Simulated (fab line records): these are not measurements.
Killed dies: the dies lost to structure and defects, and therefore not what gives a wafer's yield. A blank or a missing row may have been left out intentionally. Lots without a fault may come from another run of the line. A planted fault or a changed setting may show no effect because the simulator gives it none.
fab line records | flow sky130
[record] lots = 13 wafers = 39 last-day = 50
route steps=708 shown POLY_CUT@319 SD_P@327 SD_N@358 LOCAL_INTERCONNECT@387
lots that met no fault: taken from a fault-free run of the same line
start-h: hours from the record's first day to the start of the lot's first wafer shown | wait-h: time in hours since the lot's previous step | " the same as in the row above | L1.1+2: one row covering several wafers at once | - either no value or no given start | * or withheld: withheld | < > ~ a bound
route shown NAME@n: a module of which the file shows steps, and the number in the route of the first | usual: mean/standard deviation of fault-free wafers | same: alike in all rows | chamber/n: place in a boat | sites: per-site readings | _std_site: how widely they spread, as a standard deviation | _edge_site: mean of outer sites minus mean of inner sites | radius-mm: how far each site lies from the wafer's centre | mask NAME#n: copy n | behind: the last tool/chamber to shape the wafer | hold: why the lot was held/for how many hours/how that ended | device: names the non-switching transistor (n, p or np) | end of line: the route-end tests of the same wafers | a step without rows: its recipe alone | killed: dies lost to structure and defects at the first sort, not the wafer's yield | map: a wafer's dies, x killed, . not, _ none there
set.NAME: the setting that was run; set.NAME@STEP: the one run at that earlier step | model.NAME: the simulator's own value behind a step, which no gauge read
a sample of lots followed through the steps of the route, with each step as a table and each wafer as a row
services: when a tool's chamber went out of use (start-h, in hours from the record's first day, below 0 if earlier), for how many hours, and the reason
[[steps]]
[step SKY_POLY_CUT_STRIP_12]
[recipe] chemistry = O2/N2 power-w = 1400 pressure-mtorr = 1500 platen-temp-c = withheld o2-flow-sccm = 3000 n2-flow-sccm = 300 overash-fraction = 0.5
[usual] drypump-motor-current-A = 6.0/0.47 oes-product-au = 0.453/0.0041 strip-time-to-endpoint-s = 5.352/0.02
[same] overash-fraction = 0.5
// columns lot.wafer tool chamber start-h wait-h drypump-motor-current-A oes-product-au rf-hours-counter-h strip-time-to-endpoint-s
L292.1 plasma-asher-04 1 573.21 0.0 5.8 0.458 89 5.392
L292.4 " 1 " " 5.8 0.448 - 5.397
L292.5 " 0 " " 6.6 0.453 - 5.397
L293.2 plasma-asher-02 1 577.66 0.0 6.1 0.450 74 5.331
L293.3 " 1 " " 6.1 0.453 - 5.329
L293.6 " 1 " " 6.1 0.451 - 5.333
L295.1 plasma-asher-04 0 587.53 0.0 6.6 0.451 90 5.322
L295.3 " 0 " " 6.6 0.458 - 5.349
L295.4 " 1 " " 5.8 0.450 - 5.325
L296.2 plasma-asher-04 1 600.51 0.0 5.8 0.450 91 5.354
L296.3 " 0 " " 6.6 0.445 - 5.352
L296.5 " 0 " " 6.6 0.448 - 5.351
L297.2 plasma-asher-04 1 603.21 0.0 5.8 0.454 92 5.380
L297.3 " 0 " " 6.6 0.454 - 5.364
L297.6 " 0 " " 6.6 0.454 - 5.358
L300.2 plasma-asher-04 1 629.98 0.0 5.8 0.450 94 5.339
L300.4 " 1 " " 5.8 0.446 - 5.332
L300.6 " 0 " " 6.6 0.457 - 5.352
L302.1 plasma-asher-04 1 656.36 0.0 5.8 0.447 96 5.366
L302.2 " 0 " " 6.6 0.458 96 5.380
L302.4 " 1 " " 5.8 0.456 - 5.386
L303.3 plasma-asher-04 0 661.29 0.1 6.6 0.453 - 5.366
L303.5 " 1 " " 5.8 0.455 - 5.342
L303.6 " 0 " " 6.6 0.452 - 5.354
L305.2 plasma-asher-03 1 677.76 0.0 6.2 0.446 25 5.374
L305.3 " 0 " " 5.9 0.454 - 5.380
L305.4 " 1 " " 6.2 0.462 - 5.342
L307.1 plasma-asher-02 0 688.96 0.0 5.0 0.446 85 5.392
L307.4 " 1 " " 6.0 0.453 - 5.370
L307.6 " 0 " " 5.0 0.455 - 5.368
L308.1 plasma-asher-03 1 695.31 0.0 6.2 0.448 27 5.341
L308.2 " 0 " " 5.9 0.454 27 5.341
L308.6 " 0 " " 5.9 0.454 - 5.347
L312.4 plasma-asher-03 0 723.61 0.1 6.0 0.444 - 5.342
L312.5 " 0 " " 5.9 0.458 - 5.348
L312.6 " 1 " " 6.2 0.456 - 5.368
L315.1 plasma-asher-04 1 754.66 0.0 5.8 0.451 1 5.342
L315.3 " 1 " " 5.8 0.452 - 5.352
L315.6 " 1 " " 5.8 0.453 - 5.340
[step SKY_SD_P_CD_MEAS_07]
[recipe] target-cd-nm = 380
[usual] cd-nm = 379.6/2.6
// columns lot.wafer tool chamber start-h wait-h cd-nm
L292.1 cd-sem-02 - 602.45 0.1 383.5
L292.4 " - " " 381.6
L292.5 " - " " 380.8
L293.2 cd-sem-01 - 606.86 0.1 376.4
L293.3 " - " " 377.8
L293.6 " - " " 378.7
L295.1 cd-sem-02 - 616.69 0.1 381.3
L295.3 " - " " 380.7
L295.4 " - " " 382.4
L296.2 cd-sem-02 - 629.39 0.1 382.3
L296.3 " - " " 380.9
L296.5 " - " " 385.9
L297.2 cd-sem-02 - 632.69 0.1 381.3
L297.3 " - " " 380.7
L297.6 " - " " 383.0
L300.2 cd-sem-02 - 658.47 0.1 379.8
L300.4 " - " " 380.6
L300.6 " - " " 379.9
L302.1 cd-sem-02 - 684.24 0.1 381.6
L302.2 " - " " 383.1
L302.4 " - " " 382.4
L303.3 cd-sem-02 - 689.84 0.1 379.4
L303.5 " - " " 380.1
L303.6 " - " " 378.8
L305.2 cd-sem-02 - 705.29 0.1 374.7
L305.3 " - " " 380.2
L305.4 " - " " 376.6
L307.1 cd-sem-01 - 716.40 0.1 379.1
L307.4 " - " " 378.1
L307.6 " - " " 376.3
L308.1 cd-sem-02 - 722.77 0.1 380.3
L308.2 " - " " 379.5
L308.6 " - " " 379.6
L312.4 cd-sem-01 - 751.65 0.1 377.7
L312.5 " - " " 380.1
L312.6 " - " " 379.9
L315.1 cd-sem-01 - 782.77 0.1 375.0
L315.3 " - " " 375.9
L315.6 " - " " 374.9
[step SKY_SD_N_RS_MEAS_16]
[recipe] thk-meas-gauge = four-point-probe
[usual] SD_N_RS = 68.60/0.13
// columns lot.wafer tool chamber start-h wait-h SD_N_RS[ohm/sq]
L292.1 film-metro-03 - 662.16 0.1 68.64
L292.4 " - " " 68.66
L292.5 " - " " 68.51
L293.2 film-metro-03 - 666.74 0.1 68.53
L293.3 " - " " 68.66
L293.6 " - " " 68.53
L295.1 film-metro-03 - 675.39 0.1 68.79
L295.3 " - " " 68.71
L295.4 " - " " 68.66
L296.2 film-metro-01 - 687.36 0.1 68.90
L296.3 " - " " 68.87
L296.5 " - " " 68.84
L297.2 film-metro-04 - 692.03 0.1 68.46
L297.3 " - " " 68.49
L297.6 " - " " 68.40
L300.2 film-metro-04 - 716.66 0.1 68.64
L300.4 " - " " 68.54
L300.6 " - " " 68.61
L302.1 film-metro-04 - 740.91 0.1 68.47
L302.2 " - " " 68.39
L302.4 " - " " 68.40
L303.3 film-metro-01 - 746.52 0.1 68.56
L303.5 " - " " 68.64
L303.6 " - " " 68.76
L305.2 film-metro-01 - 761.48 0.1 68.64
L305.3 " - " " 68.60
L305.4 " - " " 68.67
L307.1 film-metro-04 - 771.36 0.1 68.56
L307.4 " - " " 68.53
L307.6 " - " " 68.54
L308.1 film-metro-01 - 779.36 0.1 68.67
L308.2 " - " " 68.53
L308.6 " - " " 68.58
L312.4 film-metro-04 - 808.06 0.1 68.33
L312.5 " - " " 68.26
L312.6 " - " " 68.42
L315.1 film-metro-04 - 836.96 0.1 68.66
L315.3 " - " " 68.49
L315.6 " - " " 68.51
[step SKY_LOCAL_INTERCONNECT_SPUTTER_00]
[recipe] material = TiN target-thk-nm = 100 temp-c = 300 power-w = 6500 time-s = 83.3 chamber-pressure-pa = 0.4
[usual] cathode-dc-power-W = 6500.1/1.2 throttle-valve-pct = 30.2/0.96
// columns lot.wafer tool chamber start-h wait-h cathode-dc-power-W throttle-valve-pct
L292.1 pvd-sputter-02 - 693.15 0.2 6502.2 28.5
L292.4 " - " " 6501.8 30.3
L292.5 " - " " 6499.2 28.6
L293.2 pvd-sputter-04 - 696.57 0.2 6498.8 31.1
L293.3 " - " " 6498.2 30.2
L293.6 " - " " 6498.9 29.7
L295.1 pvd-sputter-04 - 706.17 0.1 6499.0 31.2
L295.3 " - " " 6500.3 29.6
L295.4 " - " " 6501.0 29.8
L296.2 pvd-sputter-02 - 717.41 0.2 6500.5 31.2
L296.3 " - " " 6499.1 28.4
L296.5 " - " " 6500.2 28.4
L297.2 pvd-sputter-01 - 721.16 0.1 6499.4 30.4
L297.3 " - " " 6499.4 28.5
L297.6 " - " " 6500.1 30.5
L300.2 pvd-sputter-04 - 748.30 0.2 6500.9 29.5
L300.4 " - " " 6501.2 31.2
L300.6 " - " " 6499.0 31.1
L302.1 pvd-sputter-04 - 770.96 0.1 6498.7 31.2
L302.2 " - " " 6501.3 30.2
L302.4 " - " " 6499.8 29.6
L303.3 pvd-sputter-04 - 778.36 0.1 6499.5 30.8
L303.5 " - " " 6497.5 31.3
L303.6 " - " " 6501.0 31.1
L305.2 pvd-sputter-01 - 791.01 0.2 6500.0 29.9
L305.3 " - " " 6501.5 30.1
L305.4 " - " " 6499.8 30.1
L307.1 pvd-sputter-04 - 801.04 0.2 6500.5 31.1
L307.4 " - " " 8358.9 29.8
L307.6 " - " " 6499.4 30.0
L308.1 pvd-sputter-02 - 808.28 0.1 6499.2 28.1
L308.2 " - " " 6500.4 30.6
L308.6 " - " " 6499.5 30.0
L312.4 pvd-sputter-01 - 836.61 0.1 6499.9 30.1
L312.5 " - " " 6501.1 30.1
L312.6 " - " " 6498.8 30.2
L315.1 pvd-sputter-01 - 864.89 0.1 6500.5 28.6
L315.3 " - " " 6500.6 30.2
L315.6 " - " " 6500.7 28.3
[step SKY_LOCAL_INTERCONNECT_RS_MEAS_01]
[recipe] thk-meas-gauge = four-point-probe reads = TiN_of_LOCAL_INTERCONNECT_SPUTTER_00
[usual] LOCAL_INTERCONNECT_TIN_RS = 14.09/0.19
// columns lot.wafer tool chamber start-h wait-h LOCAL_INTERCONNECT_TIN_RS[ohm/sq]
L292.1 film-metro-01 - 693.22 0.0 14.08
L292.4 " - " " 13.99
L292.5 " - " " 14.30
L293.2 film-metro-01 - 696.65 0.1 14.04
L293.3 " - " " 14.24
L293.6 " - " " 13.84
L295.1 film-metro-01 - 706.24 0.0 14.22
L295.3 " - " " 14.09
L295.4 " - " " 14.43
L296.2 film-metro-02 - 717.49 0.1 13.88
L296.3 " - " " 14.09
L296.5 " - " " 14.16
L297.2 film-metro-02 - 721.24 0.1 14.32
L297.3 " - " " 14.13
L297.6 " - " " 14.20
L300.2 film-metro-01 - 748.38 0.1 13.77
L300.4 " - " " 13.89
L300.6 " - " " 13.78
L302.1 film-metro-02 - 771.02 0.0 14.17
L302.2 " - " " 14.21
L302.4 " - " " 14.00
L303.3 film-metro-02 - 778.46 0.1 13.99
L303.5 " - " " 13.98
L303.6 " - " " 13.99
L305.2 film-metro-01 - 791.09 0.1 14.57
L305.3 " - " " 14.48
L305.4 " - " " 14.42
L307.1 film-metro-03 - 801.11 0.0 14.17
L307.4 " - " " 10.83
L307.6 " - " " 14.34
L308.1 film-metro-02 - 808.34 0.0 14.19
L308.2 " - " " 13.90
L308.6 " - " " 13.92
L312.4 film-metro-02 - 836.73 0.1 14.29
L312.5 " - " " 14.19
L312.6 " - " " 14.13
L315.1 film-metro-02 - 864.96 0.0 14.20
L315.3 " - " " 14.61
L315.6 " - " " 14.10
[step SKY_LOCAL_INTERCONNECT_THK_MEAS_02]
[recipe] thk-meas-gauge = xrf reads = TiN_of_LOCAL_INTERCONNECT_SPUTTER_00
[usual] LOCAL_INTERCONNECT_TIN_THK = 101.6/1.3
// columns lot.wafer tool chamber start-h wait-h LOCAL_INTERCONNECT_TIN_THK[nm]
L292.1 film-metro-01 - 693.34 0.1 101.8
L292.4 " - " " 102.4
L292.5 " - " " 100.6
L293.2 film-metro-01 - 696.76 0.1 101.5
L293.3 " - " " 100.6
L293.6 " - " " 103.2
L295.1 film-metro-01 - 706.36 0.1 100.4
L295.3 " - " " 101.8
L295.4 " - " " 99.6
L296.2 film-metro-02 - 717.60 0.1 102.8
L296.3 " - " " 101.3
L296.5 " - " " 100.7
L297.2 film-metro-02 - 721.35 0.1 99.2
L297.3 " - " " 100.5
L297.6 " - " " 99.8
L300.2 film-metro-01 - 748.49 0.1 104.5
L300.4 " - " " 103.3
L300.6 " - " " 104.1
L302.1 film-metro-02 - 771.14 0.1 100.9
L302.2 " - " " 100.4
L302.4 " - " " 102.1
L303.3 film-metro-02 - 778.56 0.1 101.9
L303.5 " - " " 102.0
L303.6 " - " " 101.9
L305.2 film-metro-01 - 791.20 0.1 98.0
L305.3 " - " " 98.8
L305.4 " - " " 99.5
L307.1 film-metro-03 - 801.23 0.1 101.8
L307.4 " - " " 131.6
L307.6 " - " " 101.0
L308.1 film-metro-02 - 808.46 0.1 100.6
L308.2 " - " " 102.5
L308.6 " - " " 102.6
L312.4 film-metro-02 - 836.82 0.1 100.1
L312.5 " - " " 100.4
L312.6 " - " " 101.4
L315.1 film-metro-02 - 865.08 0.1 101.2
L315.3 " - " " 98.5
L315.6 " - " " 101.4
[step SKY_LOCAL_INTERCONNECT_METAL_ETCH_14]
[recipe] target-depth-nm = 110 stop-on = PSG chemistry = Cl2/BCl3 target = TiN resist-sidewall-deg = 88 pressure-mtorr = 10 icp-w = 900 bias-w = 48.5 Cl2_flow_sccm = 60 bcl3-flow-sccm = 30 time-s = 31.4
[usual] drypump-motor-current-A = 5.6/0.59 oes-product-au = 0.944/0.0085 throttle-valve-pct = 21.899/0.0094
// columns lot.wafer tool chamber start-h wait-h drypump-motor-current-A oes-product-au rf-hours-counter-h throttle-valve-pct
L292.1 rie-metal-01 1 721.19 0.0 4.8 0.951 11 21.907
L292.4 " 1 " " 4.8 0.947 - 21.907
L292.5 " 0 " " 5.3 0.934 - 21.895
L293.2 rie-metal-01 0 724.87 0.0 5.3 0.953 5 21.895
L293.3 " 1 " " 4.8 0.945 - 21.900
L293.6 " 0 " " 5.3 0.955 - 21.900
L295.1 rie-metal-01 0 734.09 0.0 5.3 0.939 5 21.893
L295.3 " 0 " " 5.3 0.940 - 21.896
L295.4 " 1 " " 4.8 0.931 - 21.907
L296.2 rie-metal-02 1 745.66 0.0 4.9 0.951 13 21.886
L296.3 " 0 " " 6.5 0.942 - 21.898
L296.5 " 0 " " 6.5 0.939 - 21.917
L297.2 rie-metal-03 0 749.26 0.0 6.1 0.940 1 21.908
L297.3 " 0 " " 6.0 0.942 - 21.880
L297.6 " 1 " " 5.6 0.942 - 21.901
L300.2 rie-metal-01 1 775.84 0.1 4.9 0.951 13 21.906
L300.4 " 1 " " 4.8 0.957 - 21.889
L300.6 " 0 " " 5.3 0.960 - 21.908
L302.1 rie-metal-03 0 797.54 0.1 6.1 0.940 3 21.909
L302.2 " 0 " " 6.1 0.932 - 21.904
L302.4 " 0 " " 6.1 0.954 - 21.895
L303.3 rie-metal-01 1 805.66 0.0 4.8 0.957 - 21.904
L303.5 " 1 " " 4.8 0.941 - 21.890
L303.6 " 0 " " 5.3 0.948 - 21.896
L305.2 rie-metal-02 0 818.16 0.0 6.5 0.928 11 21.916
L305.3 " 1 " " 5.0 0.929 - 21.915
L305.4 " 0 " " 6.5 0.929 - 21.899
L307.1 rie-metal-02 0 828.54 0.0 6.5 0.942 12 21.896
L307.4 " 0 " " 6.5 1.009 - 21.867
L307.6 " 0 " " 6.5 0.938 - 21.910
L308.1 rie-metal-03 1 835.47 0.0 5.6 0.937 1 21.893
L308.2 " 0 " " 6.0 0.949 5 21.893
L308.6 " 0 " " 6.1 0.951 - 21.901
L312.4 rie-metal-02 1 862.86 0.0 5.0 0.941 - 21.900
L312.5 " 1 " " 5.0 0.943 - 21.918
L312.6 " 0 " " 6.4 0.935 - 21.898
L315.1 rie-metal-03 1 891.51 0.0 5.6 0.940 4 21.918
L315.3 " 0 " " 6.1 0.929 - 21.905
L315.6 " 0 " " 6.1 0.939 - 21.897
[[services]]
// columns tool chamber start-h hours kind
pvd-sputter-04 - 566.78 2.7 repair
plasma-asher-04 - 588.68 2.8 pm
rie-metal-02 - 594.99 2.8 pm
rie-metal-02 1 612.62 5.9 repair
plasma-asher-04 - 633.45 12.5 repair
pvd-sputter-01 - 682.30 6.1 repair
pvd-sputter-01 - 695.41 1.3 repair
plasma-asher-02 - 702.07 2.5 repair
rie-metal-03 - 716.92 1.0 repair
rie-metal-03 - 722.04 14.6 pm
rie-metal-02 - 726.25 0.2 repair
plasma-asher-04 - 733.75 9.0 pm
plasma-asher-04 0 733.75 9.0 vent-cycle
plasma-asher-02 - 743.28 0.5 repair
rie-metal-03 - 759.02 0.3 repair
pvd-sputter-02 - 760.02 3.3 repair
pvd-sputter-02 - 794.62 0.8 repair
pvd-sputter-01 - 797.49 3.7 repair
plasma-asher-04 - 831.18 0.7 repair
rie-metal-01 0 840.21 6.9 repair
plasma-asher-04 - 843.39 2.7 repair
pvd-sputter-01 - 850.02 2.4 repair
rie-metal-01 - 862.55 14.6 pm
plasma-asher-02 - 874.67 2.9 repair
[[key]]
[first-sign] step = SKY_LOCAL_INTERCONNECT_SPUTTER_00 reading = cathode-dc-power-W direction = up sigmas = 99+ usual = 6500.1 struck = 8358.9
[effect] step = SKY_LOCAL_INTERCONNECT_RS_MEAS_01 reading = LOCAL_INTERCONNECT_TIN_RS direction = down sigmas = 17 usual = 14.09 struck = 10.83
[effect] step = SKY_LOCAL_INTERCONNECT_THK_MEAS_02 reading = LOCAL_INTERCONNECT_TIN_THK direction = up sigmas = 23 usual = 101.6 struck = 131.6
[effect] step = SKY_LOCAL_INTERCONNECT_METAL_ETCH_14 reading = oes-product-au direction = up sigmas = 7.6 usual = 0.944 struck = 1.009
met-at SKY_LOCAL_INTERCONNECT_SPUTTER_00
struck-lots L307
struck-wafers L307.4
sort-left-out L307.4
tester-left-out L307
not-acting-at SKY_POLY_CUT_STRIP_12,SKY_SD_P_CD_MEAS_07,SKY_SD_N_RS_MEAS_16
onset-between 770.96 801.04
[fault] kind = process-parameter-drift tool = pvd-sputter-04 chamber = - onset-h = 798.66 steps = SKY_LOCAL_INTERCONNECT_SPUTTER_00 channel = power-w offset = * shape = step end-h = 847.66 acts-in = * stated = * scope = struck-wafers-only
// tester-left-out: of these lots the tester's yield and bins aren't shown, on N5 and GAA mostly nor the transistor test; their killed dies are dies lost to structure and defects alone, not to doping, threshold or leakage, so they don't give the yield
// sort-left-out: the simulated sort isn't trusted on such a fault, so these wafers' sort isn't shown, and their yield isn't known
